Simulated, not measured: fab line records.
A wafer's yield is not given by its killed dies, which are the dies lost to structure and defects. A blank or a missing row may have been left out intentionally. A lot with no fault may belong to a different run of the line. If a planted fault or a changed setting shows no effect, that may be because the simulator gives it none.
Code-filled problem report in 8D (eight disciplines) form || flow sky130 || the parts of the form that need people (team, actions taken, sign-off) are left out

1. WHAT WENT WRONG
plate_temp_C at SKY_POLY_GATE_SOFTBAKE_09 reads a mean of 94.98 C on 6 wafers of 2 lots; wafers without a fault read 99.97 C with a standard deviation of 0.1. That puts it -50 standard deviations away from the usual mean.
The step: time 90 s.
First seen on wafer L487.1, day 23 20:00, on litho_track-03. The record has a number at this step for 18 wafers belonging to 6 lots. By rule, "out" or "out of limits" means more than 4 standard deviations away from the usual mean. Any other wafer with a number is counted as sound.

2. WHAT IT IS; WHAT IT IS NOT
{"question": "which readings at this step", "is": "plate_temp_C, heater_power_total_W", "is not": "-"}
{"question": "which lots", "is": "L487, L489", "is not": "L470, L475, L477, L488"}
{"question": "which wafers of those lots", "is": "all that have a number", "is not": "-"}
{"question": "read on which tools", "is": "litho_track-03", "is not": "litho_track-02"}
{"question": "when", "is": "from day 23 20:00", "is not": "up to then (12 sound wafers)"}

3. WHAT RULES OUT EACH SUSPECT
Counting: a tool stays on the suspect list if, at a process step up to the reading, it processed all lots that are out and no sound lot following the first of them.
- litho_track-03 at SKY_POLY_GATE_SOFTBAKE_09 (time 90 s): kept. All lots that are out passed through it, beginning with L487 at day 23 20:00, and no sound lot followed; its final sound lot before that point was L477 at day 19 15:00. Out on those wafers are its own readings of heater_power_total_W, plate_temp_C.
The count leaves litho_track-03 at SKY_POLY_GATE_SOFTBAKE_09.

4. THE CAUSE (what the simulator had put in)
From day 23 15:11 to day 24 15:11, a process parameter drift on litho_track-03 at SKY_POLY_GATE_SOFTBAKE_09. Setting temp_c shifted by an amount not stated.
Counting left only this tool.

5. THE EFFECT CHAIN, in route order
Each row: a reading whose mean over the struck wafers that have a number lies more than 3 standard deviations from the usual. Only readings whose record carries a usual standard deviation are examined. hours: median over the lots of the time between each lot's start at the first step of this table that gives one and its start at this step. sigmas: the change, counted in usual standard deviations.
{"hours": 0, "step": "SKY_POLY_GATE_SOFTBAKE_09", "reading": "heater_power_total_W", "usual": "57.35 W", "on struck wafers": 53.35, "change": -4.00, "sigmas": -36}
{"hours": 0, "step": "SKY_POLY_GATE_SOFTBAKE_09", "reading": "plate_temp_C", "usual": "99.97 C", "on struck wafers": 94.98, "change": -4.98, "sigmas": -50}
Its process steps:
- SKY_POLY_GATE_SOFTBAKE_09: time 90 s.
At these later measuring or inspecting steps, every struck wafer for which the step has a row has a number for every such reading, and none has moved that far: SKY_POLY_GATE_CD_MEAS_13, SKY_POLY_GATE_OVL_MEAS_14.

6. HOW IT WOULD HAVE BEEN CAUGHT EARLIER
5 hours passed between the start of the fault at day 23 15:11 and the first reading out of limits in this record, taken at day 23 20:00.
